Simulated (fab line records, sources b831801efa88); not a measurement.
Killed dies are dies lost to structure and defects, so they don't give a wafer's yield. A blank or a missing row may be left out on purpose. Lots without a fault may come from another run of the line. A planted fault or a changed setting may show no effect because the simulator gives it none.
fab line records | flow sky130
record lots=6 wafers=18 last_day=50
route steps=708 shown VIA3@576
lots that met no fault: from a run of the same line without faults
start_h: hours from the record's first day to the start of the lot's first wafer shown | wait_h: hours since the lot's step before | " the same as in the row above | L1.1+2: a row that stands for several wafers | - no value, or no start given | * or withheld: withheld | < > ~ a bound
route shown NAME@n: a module of which the file shows steps, and the number in the route of the first | usual: mean/standard deviation of fault-free wafers | same: alike in all rows | chamber/n: place in a boat | sites: the reading at each site | _std_site: their standard deviation | _edge_site: outer sites' mean less inner sites' | radius_mm: how far each site lies from the wafer's centre | mask NAME#n: copy n | behind: the tool/chamber that last shaped the wafer | hold: why the lot was held/for how many hours/how that ended | device: the transistor (n, p or np) that didn't switch | end of line: the same wafers' tests at the end of the route | a step without rows: its recipe alone | killed: dies lost to structure and defects at the first sort, not the wafer's yield | map: a wafer's dies, x killed, . not, _ none there
set.NAME: the setting as run; set.NAME@STEP: as run at that earlier step | model.NAME: the simulator's own value behind a step, which no gauge read
lots at some steps of the route; a table a step, a row a wafer
services: from which hour (start_h, from the record's first day; less than 0 if before it) a tool's chamber was out of use, for how many hours, and why
## steps
# step SKY_VIA3_BOW_MEAS_03
# recipe mode=bow
# usual VIA3_BOW=78/7.5
# columns lot.wafer tool chamber start_h wait_h VIA3_BOW[um]
L190.1 film_metro-01 - 956.58 0.1 75
L190.2 " - " " 73
L190.6 " - " " 66
L194.3 film_metro-03 - 988.11 0.3 75
L194.5 " - " " 75
L194.6 " - " " 74
L197.1 film_metro-01 - 995.83 0.1 76
L197.2 " - " " 79
L197.3 " - " " 75
L198.1 film_metro-03 - 1001.99 0.1 71
L198.5 " - " " 78
L198.6 " - " " 80
L199.2 film_metro-03 - 1011.21 0.1 89
L199.5 " - " " 70
L199.6 " - " " 71
L206.2 film_metro-01 - 1052.49 0.2 72
L206.3 " - " " 81
L206.4 " - " " 78
# step SKY_VIA3_DEHYDRATE_04
# recipe temp_c=200 time_s=60
# step SKY_VIA3_HMDS_05
# recipe prime_time_s=60 prime_temp_c=120
# step SKY_VIA3_COAT_06
# recipe resist=BARC temp_c=withheld time_s=withheld spin_rpm=3000 resist_thk_nm=60
# step SKY_VIA3_COAT_07
# recipe resist=KrF-thick spin_rpm=3000 resist_thk_nm=450
# step SKY_VIA3_SOFTBAKE_08
# recipe temp_c=100 time_s=90 resist=KrF-thick
# step SKY_VIA3_EXPOSE_09
# recipe mask_id=VIM3 na=0.8 source_shape=annular sigma_inner=0.55 sigma_outer=0.85 target_cd_nm=200 dose_mj=38
# step SKY_VIA3_PEB_10
# recipe peb_temp_c=withheld peb_time_s=withheld resist=KrF-thick
# step SKY_VIA3_DEVELOP_11
# recipe develop_time_s=60 resist=KrF-thick dev_temp_c=21
# step SKY_VIA3_CD_MEAS_12
# recipe target_cd_nm=200
# usual cd_nm=199.5/1.5
# columns lot.wafer tool chamber start_h wait_h cd_nm
L190.1 cd_sem-02 - 980.62 - 202.0
L190.2 " - " " 201.9
L190.6 " - " " 201.5
L194.3 cd_sem-02 - 1010.87 - 200.3
L194.5 " - " " 199.7
L194.6 " - " " 200.1
L197.1 cd_sem-02 - 1018.83 - 199.1
L197.2 " - " " 198.2
L197.3 " - " " 197.8
L198.1 cd_sem-02 - 1025.22 - 199.7
L198.5 " - " " 198.0
L198.6 " - " " 198.1
L199.2 cd_sem-02 - 1033.69 - 199.2
L199.5 " - " " 197.8
L199.6 " - " " 197.3
L206.2 cd_sem-02 - 1073.55 - 196.8
L206.3 " - " " 197.5
L206.4 " - " " 197.4
# step SKY_VIA3_OVL_MEAS_13
# usual VIA3_OVL=-1/4.8
# columns lot.wafer tool chamber start_h wait_h VIA3_OVL[nm]
L190.1 overlay-01 - 980.74 0.1 4
L190.2 " - " " 3
L190.6 " - " " -2
L194.3 overlay-02 - 1010.96 0.1 6
L194.5 " - " " 3
L194.6 " - " " 2
L197.1 overlay-01 - 1018.95 0.1 -1
L197.2 " - " " 1
L197.3 " - " " -2
L198.1 overlay-02 - 1025.34 0.1 -1
L198.5 " - " " -7
L198.6 " - " " 7
L199.2 overlay-01 - 1033.80 0.1 -8
L199.5 " - " " -3
L199.6 " - " " -8
L206.2 overlay-01 - 1073.66 0.1 4
L206.3 " - " " 9
L206.4 " - " " 5
# step SKY_VIA3_ETCH_14
# recipe chemistry=N2/H2 target=BARC ion_energy_ev=200 source_w=500 bias_w=100 pressure_mtorr=30 n2_flow_sccm=100 h2_flow_sccm=200 stop_on=SiO2 time_s=45.9 target_depth_a=600
# usual drypump_motor_current_A=5.5/0.39 n2_flow_sccm=100.02/0.26 oes_product_au=0.854/0.005 run_length_s=74.1/0.46 throttle_valve_pct=13.226/0.0085
# columns lot.wafer tool chamber start_h wait_h drypump_motor_current_A n2_flow_sccm oes_product_au rf_hours_counter_h run_length_s throttle_valve_pct
L190.1 rie_diel-04 1 980.78 0.0 6.2 100.01 0.848 10 73.7 13.228
L190.2 " 0 " " 5.1 99.85 0.852 11 74.4 13.228
L190.6 " 3 " " 5.1 100.04 0.850 - 75.0 13.230
L194.3 rie_diel-01 2 1010.99 0.0 5.8 100.55 0.860 16 73.9 13.226
L194.5 " 3 " " 5.5 100.38 0.845 - 74.3 13.229
L194.6 " 2 " " 5.8 100.11 0.857 - 74.7 13.227
L197.1 rie_diel-01 3 1018.99 0.0 5.5 100.21 0.858 9 73.9 13.217
L197.2 " 2 " " 5.8 100.17 0.857 16 74.2 13.222
L197.3 " 0 " " 5.0 100.13 0.852 20 74.0 13.228
L198.1 rie_diel-02 2 1025.38 0.0 6.2 99.61 0.852 8 74.6 13.235
L198.5 " 3 " " 5.3 99.66 0.863 - 73.6 13.231
L198.6 " 2 " " 6.2 100.10 0.852 - 74.5 13.219
L199.2 rie_diel-01 3 1033.83 0.0 5.5 99.98 0.860 10 74.1 13.244
L199.5 " 2 " " 5.8 100.67 0.856 - 73.9 13.233
L199.6 " 3 " " 5.5 100.04 0.852 - 73.9 13.243
L206.2 rie_diel-04 2 1073.69 0.0 5.2 99.91 0.852 28 74.1 13.229
L206.3 " 3 " " 5.1 100.26 0.856 27 74.9 13.222
L206.4 " 0 " " 5.1 100.05 0.860 13 74.3 13.221
# step SKY_VIA3_ETCH_15
# recipe target=SiO2 chemistry=C4F8/O2/Ar target_depth_nm=507 stop_on=TiN mask_material=KrF-thick source_w=1500 bias_w=1200 pressure_mtorr=40 c4f8_flow_sccm=withheld O2_flow_sccm=6 Ar_flow_sccm=300 time_s=78
# usual oes_product_au=0.945/0.0049 run_length_s=106.2/0.41
# columns lot.wafer tool chamber start_h wait_h oes_product_au rf_hours_counter_h run_length_s model.KrF-thick_of_VIA3_COAT_07.thk_nm model.VIA3.feature_depth_nm model.TiN_of_METAL3_SPUTTER_04.thk_nm
L190.1 rie_diel-04 1 980.82 0.0 0.939 10 105.8 288.3 464.3 69.7
L190.2 " 0 " " 0.952 11 106.6 288.9 468.1 68.79
L190.6 " 3 " " 0.942 - 106.9 291.8 467.6 68.44
L194.3 rie_diel-01 2 1011.03 0.0 0.940 16 106.5 287.2 463.1 70.5
L194.5 " 3 " " 0.956 - 106.2 289.8 465.6 69.54
L194.6 " 2 " " 0.936 - 106.0 288.2 462.7 69.79
L197.1 rie_diel-01 3 1019.03 0.0 0.864 9 119.2 272.9 466 66.65
L197.2 " 2 " " 0.861 16 119.3 270 467.7 66.14
L197.3 " 0 " " 0.868 20 119.5 268 466.7 66.11
L198.1 rie_diel-02 2 1025.42 0.0 0.956 8 106.2 292.3 465.2 70.44
L198.5 " 3 " " 0.942 - 105.6 296.7 464.4 69.96
L198.6 " 2 " " 0.945 - 106.6 292 463 70.51
L199.2 rie_diel-01 3 1033.87 0.0 0.864 10 119.5 272.4 466.6 66.41
L199.5 " 2 " " 0.860 - 119.7 272.5 467.8 66.25
L199.6 " 3 " " 0.870 - 119.5 274.1 468.4 66.5
L206.2 rie_diel-04 2 1073.73 0.0 0.949 28 106.7 287.2 465.3 71.4
L206.3 " 3 " " 0.945 27 106.8 296.3 463.9 69.96
L206.4 " 0 " " 0.946 13 106.6 290.4 463.2 70.84
# step SKY_VIA3_STRIP_16
# recipe chemistry=O2/N2 power_w=1400 pressure_mtorr=1500 platen_temp_c=withheld o2_flow_sccm=3000 n2_flow_sccm=300 overash_fraction=0.5
# usual drypump_motor_current_A=5.7/0.6 n2_flow_sccm=300.1/0.97 o2_flow_sccm=3000/9.4 oes_product_au=0.401/0.0046 strip_time_to_endpoint_s=4.12/0.036
# columns lot.wafer tool chamber start_h wait_h drypump_motor_current_A n2_flow_sccm o2_flow_sccm oes_product_au rf_hours_counter_h strip_time_to_endpoint_s
L190.1 plasma_asher-03 1 980.88 0.0 5.3 299.7 3015 0.401 23 4.07
L190.2 " 0 " " 5.8 300.3 3004 0.400 23 4.11
L190.6 " 1 " " 5.4 299.4 3003 0.407 - 4.14
L194.3 plasma_asher-04 0 1011.12 0.1 6.8 299.4 2988 0.407 - 4.09
L194.5 " 0 " " 6.8 298.8 2998 0.402 - 4.13
L194.6 " 1 " " 5.3 299.7 2995 0.404 - 4.09
L197.1 plasma_asher-04 1 1019.09 0.0 5.3 298.2 3021 0.387 123 3.94
L197.2 " 0 " " 6.8 300.7 2999 0.393 123 3.91
L197.3 " 1 " " 5.3 299.2 3004 0.382 - 3.87
L198.1 plasma_asher-01 1 1025.48 0.0 5.5 300.7 3020 0.405 56 4.15
L198.5 " 0 " " 5.2 299.4 3013 0.394 - 4.19
L198.6 " 1 " " 5.5 299.0 3008 0.397 - 4.14
L199.2 plasma_asher-01 1 1033.93 0.0 5.5 299.2 2988 0.404 57 3.93
L199.5 " 1 " " 5.5 299.7 2991 0.392 - 3.92
L199.6 " 0 " " 5.2 300.8 2985 0.398 - 3.95
L206.2 plasma_asher-01 1 1073.79 0.0 5.4 300.2 3011 0.403 61 4.09
L206.3 " 0 " " 5.2 299.9 3000 0.399 - 4.20
L206.4 " 1 " " 5.5 301.4 3002 0.401 - 4.12
# step SKY_VIA3_STRIP_17
# recipe chemistry=post_etch_residue_remover time_s=1200 temp_c=72.5
## services
# columns tool chamber start_h hours kind
plasma_asher-04 - 964.67 3.0 repair
rie_diel-02 0 1003.12 4.2 repair
rie_diel-01 1 1006.71 16.7 repair
rie_diel-02 1 1026.52 6.1 repair
plasma_asher-03 - 1028.78 4.5 repair
rie_diel-01 - 1030.96 0.5 repair
plasma_asher-03 - 1038.83 15.1 pm
rie_diel-04 0 1050.46 19.6 repair
rie_diel-04 - 1053.70 0.2 repair
plasma_asher-04 - 1055.25 9.0 pm
plasma_asher-04 0 1055.25 9.0 vent_cycle
plasma_asher-04 1 1055.25 9.0 vent_cycle
plasma_asher-04 0 1064.25 - clean
plasma_asher-04 1 1064.25 - clean
plasma_asher-03 - 1067.37 1.9 repair
## key
first_sign step=SKY_VIA3_ETCH_15 reading=run_length_s direction=up sigmas=32 usual=* struck=*
effect step=SKY_VIA3_ETCH_15 reading=oes_product_au direction=down sigmas=17 usual=0.945 struck=0.865
effect step=SKY_VIA3_STRIP_16 reading=strip_time_to_endpoint_s direction=down sigmas=5.5 usual=* struck=*
model_effect step=SKY_VIA3_ETCH_15 value=KrF-thick_of_VIA3_COAT_07.thk_nm without=289 struck=271.6
met_at SKY_VIA3_ETCH_15
struck_wafers L197.1,L197.2,L197.3,L199.2,L199.5,L199.6
onset_between 1011.03 1019.03
fault kind=process_parameter_drift tool=rie_diel-01 chamber=- onset_h=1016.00 steps=SKY_VIA3_ETCH_15 channel=time_s offset=* shape=step end_h=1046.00 acts_in=* stated=*
